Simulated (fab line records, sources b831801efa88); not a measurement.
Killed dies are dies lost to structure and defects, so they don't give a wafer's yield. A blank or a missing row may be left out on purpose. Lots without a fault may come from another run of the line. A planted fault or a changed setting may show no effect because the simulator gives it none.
Problem report in the 8D (eight disciplines) form, filled by code | flow gf180mcu | the parts of the form that need people (team, actions taken, sign-off) are left out

1. THE PROBLEM
HV_LDD_RS at GF_HV_LDD_RS_MEAS_53 reads a mean of 424.3 ohm/sq on 4 wafers of 2 lots; wafers without a fault read 418.4 ohm/sq with a standard deviation of 0.75. That is +7.9 standard deviations from the usual mean.
The step: measures by four-point-probe.
First seen on wafer L676.4, day 16 10:58, on film_metro-03. The record holds 41 wafers of 14 lots with a number at this step. Rule for "out", or "out of limits": more than 4 standard deviations from the usual mean. The other wafers with a number count as sound.

2. WHAT IT IS AND WHAT IT IS NOT
question                    | is                             | is not
which readings at this step | HV_LDD_RS                      | -
which lots                  | L676, L677                     | L665, L666, L668, L669, L670, L672, L673, L674, L678, L685, L686, L687
which wafers of those lots  | L676.4, L676.5, L677.4, L677.5 | L676.3
read on which gauges        | film_metro-03                  | film_metro-02, film_metro-04
when                        | from day 16 10:58              | up to then (25 sound wafers); but 12 sound wafers of L678, L685, L686, L687 came after

3. SUSPECTS, AND WHAT RULES EACH OUT
Counting: a tool at a process step up to the reading stays a suspect if it ran every lot that is out. Sound lots after the first of them don't rule it out here, since some wafers of a struck lot are sound.
- the gauge at GF_HV_LDD_RS_MEAS_53: kept. All the wafers that are out were read on film_metro-03, and no step on other tools shows them out.
- implanter-02 at GF_HV_LDD_IMPLANT_36: kept. It ran every lot that is out, first L676 (day 15 12:19); its last sound lot up to then is L674 (day 14 21:08).
Left after counting: implanter-02 at GF_HV_LDD_IMPLANT_36, film_metro-03 at GF_HV_LDD_RS_MEAS_53.

4. THE CAUSE (what the simulator had put in)
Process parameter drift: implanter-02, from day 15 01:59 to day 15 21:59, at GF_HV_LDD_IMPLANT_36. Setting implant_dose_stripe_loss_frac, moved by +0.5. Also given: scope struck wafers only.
Counting left 2 suspects, and this tool is among them.

5. THE CHAIN OF EFFECTS, in route order
Each row: a reading whose mean over the struck wafers that have a number lies more than 3 standard deviations from the usual. Only readings for which the record gives a usual standard deviation are gone through. hours: the time from each lot's start at the first step in this table that gives one to its start at this step, as a median over the lots. sigmas: the change in usual standard deviations.
hours | step                 | reading   | usual        | on struck wafers | change | sigmas
0     | GF_HV_LDD_RS_MEAS_53 | HV_LDD_RS | 418.4 ohm/sq | 424.3            | +5.9   | +7.9
Later measuring or inspecting steps at which every struck wafer that the step has a row for has a number for every such reading, and none has moved that far: GF_NSD_OVL_MEAS_08.

6. WHAT WOULD HAVE CAUGHT IT SOONER
In this record the first reading out of limits at a measuring or inspecting step was taken at day 16 10:58, 33 hours after the fault began at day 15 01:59.
All the lots that are out (2) had begun GF_HV_LDD_IMPLANT_36 on implanter-02 by day 16 10:58. A hold on the tool at that time would have spared none of them.
